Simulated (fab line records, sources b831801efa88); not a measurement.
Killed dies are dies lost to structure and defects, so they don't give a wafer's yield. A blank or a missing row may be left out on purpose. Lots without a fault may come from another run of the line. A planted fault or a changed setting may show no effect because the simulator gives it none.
Tool commonality check | flow sky130 | 12 lots, 36 wafers sampled

WHY IT WAS OPENED
At SKY_SD_N_RS_MEAS_16 the reading SD_N_RS is flagged on 4 of 12 lots. Wafers without a fault read 68.53 ohm/sq, standard deviation 0.11.
Rule: a lot is flagged when every wafer of it that has a number lies more than 4 standard deviations from that mean, or none has a number. The other lots count as sound.

lot  | measured     | on            | SD_N_RS (ohm/sq), wafer by wafer | flag
L631 | day 27 08:29 | film_metro-01 | 68.44 68.37 68.41                |
L633 | day 27 20:17 | film_metro-04 | 68.66 68.59 68.72                |
L632 | day 27 21:08 | film_metro-01 | 68.58 68.51 68.69                |
L634 | day 28 16:20 | film_metro-04 | 68.62 68.68 68.63                |
L635 | day 29 02:14 | film_metro-03 | 68.53 68.49 68.54                |
L636 | day 29 14:02 | film_metro-03 | 68.41 68.36 68.25                |
L637 | day 29 16:14 | film_metro-03 | 68.51 68.55 68.47                |
L640 | day 30 19:26 | film_metro-04 | 68.67 68.48 68.64                |
L641 | day 31 01:37 | film_metro-04 | 70.84 70.80 70.77                | FLAGGED
L642 | day 31 10:40 | film_metro-04 | 70.85 70.54 70.67                | FLAGGED
L643 | day 31 18:17 | film_metro-03 | 70.66 70.39 70.58                | FLAGGED
L644 | day 32 02:32 | film_metro-01 | 70.60 70.43 70.44                | FLAGGED
The numbers of the flagged lots are 70.63 ohm/sq on average: +2.10 ohm/sq against the usual, or +19 standard deviations.

WHICH TOOL RAN EACH LOT
The record holds 2 process steps before the reading, out of a route of 708 steps. In each cell: the tool, then ch and the chambers that the sampled wafers went through, then the start.
lot  | flag    | SKY_LDD_HVP_STRIP_09                 | SKY_SD_N_IMPLANT_10
L631 |         | plasma_asher-04 ch 0,1, day 21 02:11 | implanter-03 ch 0, day 27 07:57
L633 |         | plasma_asher-03 ch 0,1, day 21 11:46 | implanter-01 ch 0, day 27 19:45
L632 |         | plasma_asher-03 ch 0,1, day 21 13:18 | implanter-01 ch 0, day 27 20:36
L634 |         | plasma_asher-01 ch 0,1, day 22 10:30 | implanter-03 ch 0, day 28 15:48
L635 |         | plasma_asher-04 ch 0,1, day 22 20:15 | implanter-03 ch 0, day 29 01:42
L636 |         | plasma_asher-01 ch 0,1, day 23 10:59 | implanter-03 ch 0, day 29 13:30
L637 |         | plasma_asher-03 ch 0,1, day 23 12:47 | implanter-03 ch 0, day 29 15:42
L640 |         | plasma_asher-03 ch 0,1, day 24 15:59 | implanter-03 ch 0, day 30 18:54
L641 | FLAGGED | plasma_asher-03 ch 0,1, day 24 22:11 | implanter-03 ch 0, day 31 01:05
L642 | FLAGGED | plasma_asher-03 ch 0,1, day 25 09:39 | implanter-03 ch 0, day 31 10:09
L643 | FLAGGED | plasma_asher-04 ch 0,1, day 25 16:14 | implanter-03 ch 0, day 31 17:45
L644 | FLAGGED | plasma_asher-03 ch 0,1, day 26 01:11 | implanter-02 ch 0, day 32 02:01
What these steps do:
- SKY_LDD_HVP_STRIP_09: strips in O2/N2.
- SKY_SD_N_IMPLANT_10
- SKY_SD_N_RS_MEAS_16: measures by four-point-probe.

FLAGGED OVER TOTAL, TOOL BY TOOL (the gauges that took the reading come last)
step                 | tool            | lots run | flagged | share of the flagged lots | sound lots run after its first flagged lot
SKY_LDD_HVP_STRIP_09 | plasma_asher-01 | 2        | 0       | none                      | -
SKY_LDD_HVP_STRIP_09 | plasma_asher-03 | 7        | 3       | some                      | 0
SKY_LDD_HVP_STRIP_09 | plasma_asher-04 | 3        | 1       | some                      | 0
SKY_SD_N_IMPLANT_10  | implanter-01    | 2        | 0       | none                      | -
SKY_SD_N_IMPLANT_10  | implanter-02    | 1        | 1       | some                      | 0
SKY_SD_N_IMPLANT_10  | implanter-03    | 9        | 3       | some                      | 0
SKY_SD_N_RS_MEAS_16  | film_metro-01   | 3        | 1       | some                      | 0
SKY_SD_N_RS_MEAS_16  | film_metro-03   | 4        | 1       | some                      | 0
SKY_SD_N_RS_MEAS_16  | film_metro-04   | 5        | 2       | some                      | 0

WHAT THE TABLE ALLOWS
No row of the table ran every flagged lot.

WHAT THE SIMULATOR HAD PUT IN
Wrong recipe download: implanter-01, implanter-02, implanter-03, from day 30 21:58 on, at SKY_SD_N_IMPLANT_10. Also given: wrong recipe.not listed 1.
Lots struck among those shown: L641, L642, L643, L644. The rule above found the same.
